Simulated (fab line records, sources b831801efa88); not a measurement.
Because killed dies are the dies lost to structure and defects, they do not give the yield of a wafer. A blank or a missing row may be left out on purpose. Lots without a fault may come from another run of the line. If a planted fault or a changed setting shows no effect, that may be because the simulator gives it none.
A single fault, viewed from 2 desks :: flow gf180mcu :: every desk sees just its own numbers, and what lay behind them comes last

FROM THE METROLOGY DESK
Means of the sampled wafers that have a number, per lot and without regard to the tool the lot ran on: this is what the gauges read. Marked OUT: a lot whose mean sits more than 4 standard deviations from the usual mean, which makes it out of limits; the brackets give that distance.
Columns: A = DNWELL_TW at GF_DNWELL_TW_MEAS_09, usual 1338; B = DUAL_GATE_OXIDATION_00_THK at GF_DUAL_GATE_THK_MEAS_03, usual 10.91 nm; C = DUAL_GATE_OVL at GF_DUAL_GATE_OVL_MEAS_11, usual 1.1 nm
lot: L657
first seen here: day 2 17:49
A: 1331
B: 10.89
C: 0.6

lot: L659
first seen here: day 3 06:43
A: 1365
B: 10.68
C: 2.8

lot: L660
first seen here: day 3 10:01
A: 1335
B: 11.19
C: 2.5

lot: L661
first seen here: day 3 18:01
A: 1324
B: 10.68
C: 1.5

lot: L663
first seen here: day 4 03:13
A: 1354
B: 10.93
C: 1.1

lot: L664
first seen here: day 4 07:37
A: 1338
B: 11.08
C: 1.8

lot: L665
first seen here: day 4 14:01
A: 1346
B: 10.75
C: 2.8

lot: L666
first seen here: day 4 20:07
A: 1363
B: 17.05 (+28) OUT
C: 1.5

lot: L670
first seen here: day 5 16:10
A: 1320
B: 16.83 (+27) OUT
C: 1.5

lot: L677
first seen here: day 7 04:25
A: 1320
B: 10.88
C: 2.2

lot: L678
first seen here: day 7 09:27
A: 1348
B: 11.04
C: 2.3

lot: L679
first seen here: day 7 15:13
A: 1327
B: 11.08
C: 1.7

lot: L680
first seen here: day 7 19:28
A: 1320
B: 10.42
C: 0.0
This desk reports L666, L670 out of limits; the earliest was L666 at day 10 07:13 (DUAL_GATE_OXIDATION_00_THK at GF_DUAL_GATE_THK_MEAS_03). L657, L659, L660, L661, L663, L664, L665, L677, L678, L679, L680 stayed within limits.

DESK OF THE TOOL OWNER: furnace-01
The tool's own readings at GF_DUAL_GATE_OXIDATION_02 (stabilise 600 s, purge 300 s, target thk 10.887 nm): means of the sampled wafers that have a number, for each lot that ran on this tool. Marked OUT: a lot whose mean sits more than 4 standard deviations from the usual mean, which makes it out of limits; the brackets give that distance.
Columns: A = spike-tc-bottom-C at GF_DUAL_GATE_OXIDATION_02, usual 917.8 C; B = zone-power-lower-pct at GF_DUAL_GATE_OXIDATION_02, usual 17.8 %
lot: L660
first seen here: day 8 06:59
A: 918.8
B: 17.1

lot: L661
first seen here: day 8 20:22
A: 919.5
B: 17.2

lot: L663
first seen here: day 9 06:14
A: 918.5
B: 17.4

lot: L664
first seen here: day 9 12:43
A: 918.1
B: 17.3

lot: L666
first seen here: day 10 05:46
A: 919.9
B: 17.3

lot: L670
first seen here: day 11 04:46
A: 918.9
B: 17.3

lot: L678
first seen here: day 13 11:39
A: 919.7
B: 17.1

lot: L679
first seen here: day 13 18:55
A: 920.0
B: 17.3
This desk's verdict: no lot among the 8 shows anything out of limits.

PUT TOGETHER
On L666, L670, the metrology desk was in a position to raise an alarm at day 10 07:13.
Nothing out of limits was seen by the tool owner's desk.
The tool owner's desk has L666, L670 on record, within its limits.
The lots listed all ran GF_DUAL_GATE_OXIDATION_02 on furnace-01.

WHAT HAD BEEN PUT IN BY THE SIMULATOR
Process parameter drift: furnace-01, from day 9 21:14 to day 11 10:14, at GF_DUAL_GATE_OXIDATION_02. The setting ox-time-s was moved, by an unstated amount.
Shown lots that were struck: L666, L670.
Per desk, hours elapsed from the start of the fault to the first reading out of limits: for the metrology desk, 10.
